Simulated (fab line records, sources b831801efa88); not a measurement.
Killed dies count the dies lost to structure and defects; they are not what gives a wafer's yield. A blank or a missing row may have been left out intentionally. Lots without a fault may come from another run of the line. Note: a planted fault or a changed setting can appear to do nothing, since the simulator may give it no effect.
Problem report in the 8D (eight disciplines) form, filled by code | flow gf180mcu | the parts of the form that need people (team, actions taken, sign-off) are left out

## 1. WHAT IS WRONG
On 3 wafers of 1 lot, susceptorTempC at GF_HV_LDD_CVD_56 has a mean of 772.06 C; fault-free wafers read 770.00 C, standard deviation 0.28. That puts it +7.3 standard deviations away from the usual mean.
The step: deposits Si3N4 from DCS/NH3, target thk 90 nm, time 1543 s.
The first sign was on wafer L673.1 at day 14 08:48, on lpcvd-02. The record holds 39 wafers of 13 lots with a number at this step. Rule for "out" (also "out of limits"): further than 4 standard deviations from the usual mean. All remaining wafers that have a number are taken as sound.

## 2. WHAT IT IS, WHAT IT ISN'T
question                    | is                     | is not
which readings at this step | susceptorTempC         | zonePowerCentrePct
which lots                  | L673                   | L667, L668, L669, L671, L676, L682, L683, L685, L686, L687, L688, L689
which wafers of those lots  | all that have a number | -
read on which tools         | lpcvd-02               | lpcvd-01
when                        | from day 14 08:48      | up to then (12 sound wafers); but 24 sound wafers of L676, L682, L683, L685, L686, L687, L688, L689 came after

## 3. WHAT RULES OUT EACH SUSPECT
Counting: any tool at a process step up to the reading is kept as a suspect provided that every lot that is out went through it and no sound lot did after the first of them.
- lpcvd-02 at GF_HV_LDD_CVD_56 (deposits Si3N4 from DCS/NH3, target thk 90 nm, time 1543 s): ruled out as a lasting fault. The sound lots L683, L685, L686, L687, L689 went through it after L673, its earliest lot that is out (day 14 08:48).
Left after counting: nothing in the record.

## 4. THE CAUSE (what the simulator had put in)
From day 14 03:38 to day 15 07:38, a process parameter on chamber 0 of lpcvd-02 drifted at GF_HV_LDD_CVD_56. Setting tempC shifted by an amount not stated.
Counting ruled it out, wrongly.

## 5. THE CHAIN OF EFFECTS, in route order
One row per reading whose mean, taken over the struck wafers that have a number, lies over 3 standard deviations from the usual. Readings are gone through only where the record gives a usual standard deviation; hours: the median, over the lots, of the time from a lot's start at the first step in this table giving one to that lot's start at this step; sigmas: the change measured in usual standard deviations.
hours | step             | reading        | usual    | on struck wafers | change | sigmas
0     | GF_HV_LDD_CVD_56 | susceptorTempC | 770.00 C | 772.06           | +2.06  | +7.3
The process steps in it:
- GF_HV_LDD_CVD_56: deposits Si3N4 from DCS/NH3, target thk 90 nm, time 1543 s.
Later steps that measure or inspect, where all struck wafers having a row at the step show a number for every such reading and not one has moved that far: GF_V1_THK_MEAS_25.

## 6. HOW IT WOULD HAVE BEEN CAUGHT EARLIER
The fault began at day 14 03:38; the first out-of-limits reading in this record came at day 14 08:48, 5 hours later.
